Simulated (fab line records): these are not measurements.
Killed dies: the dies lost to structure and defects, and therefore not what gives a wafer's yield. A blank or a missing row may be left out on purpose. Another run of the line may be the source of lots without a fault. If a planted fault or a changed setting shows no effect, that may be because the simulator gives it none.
Problem report, 8D (eight disciplines) form, completed by code :: flow sky130 :: the parts of the form that need people (team, actions taken, sign-off) are left out

== 1. THE ISSUE ==
At SKY_LDD_N_COAT_02, spin speed rpm averages 2593.1 rpm over 6 wafers from 2 lots, while fault-free wafers read 2999.7 rpm, standard deviation 1.7. So: -99 or more standard deviations from the usual mean.
The step: resist thk 300 nm.
The first sign was on wafer L395.3 at day 21 10:55, on litho track-01. At this step, 33 wafers from 11 lots have a number in the record. The rule behind "out" and "out of limits": a value lying over 4 standard deviations away from the usual mean. The other wafers with a number count as sound.

== 2. WHAT IT IS AND WHAT IT IS NOT ==
question: which readings at this step
is: spin speed rpm
is not: -

question: which lots
is: L395, L396
is not: L385, L386, L387, L389, L391, L404, L405, L406, L407

question: which wafers of those lots
is: all that have a number
is not: -

question: read on which tools
is: litho track-01
is not: litho track-02, litho track-03

question: when
is: from day 21 10:55
is not: up to then (15 sound wafers); but 12 sound wafers of L404, L405, L406, L407 came after

== 3. SUSPECTS, AND WHAT RULES EACH OUT ==
Counting: a tool at any process step up to the reading remains a suspect when it ran all the lots that are out and ran no sound lot after the first of those.
- litho track-01 at SKY_LDD_N_COAT_02 (resist thk 300 nm): kept. Every lot that is out went through it, starting with L395 (day 21 10:55), and after that it ran no sound lot; the last sound lot it ran before then is L391 (day 19 20:25). Out on those wafers are its own readings of spin speed rpm.
After counting, what remains is litho track-01 at SKY_LDD_N_COAT_02.

== 4. THE CAUSE (what the simulator had put in) ==
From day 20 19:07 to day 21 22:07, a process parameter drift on litho track-01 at SKY_LDD_N_COAT_02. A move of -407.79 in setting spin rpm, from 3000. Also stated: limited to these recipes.
Only this tool survived the counting.

== 5. SEQUENCE OF EFFECTS, ordered by route ==
Each row: a reading whose mean over the struck wafers that have a number lies more than 3 standard deviations from the usual. Readings are gone through only where the record gives a usual standard deviation; hours: the median, over the lots, of the time from a lot's start at the first step in this table giving one to that lot's start at this step; sigmas: the change measured in usual standard deviations.
hours: 0
step: SKY_LDD_N_COAT_02
reading: spin speed rpm
usual: 2999.7 rpm
on struck wafers: 2593.1
change: -406.6
sigmas: -99 or more

hours: 17
step: SKY_LDD_N_STRIP_16
reading: strip time to endpoint s
usual: 4.319 s
on struck wafers: 4.624
change: +0.305
sigmas: +20
Process steps it contains:
- SKY_LDD_N_COAT_02: resist thk 300 nm.
- SKY_LDD_N_STRIP_16: strips in O2/N2.
Later measuring or inspecting steps at which every struck wafer that the step has a row for has a number for every such reading, and none has moved that far: SKY_CONTACT_BOW_MEAS_05.

== 6. HOW IT WOULD HAVE BEEN CAUGHT EARLIER ==
The fault began at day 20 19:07; the first out-of-limits reading in this record came at day 21 10:55, 16 hours later.
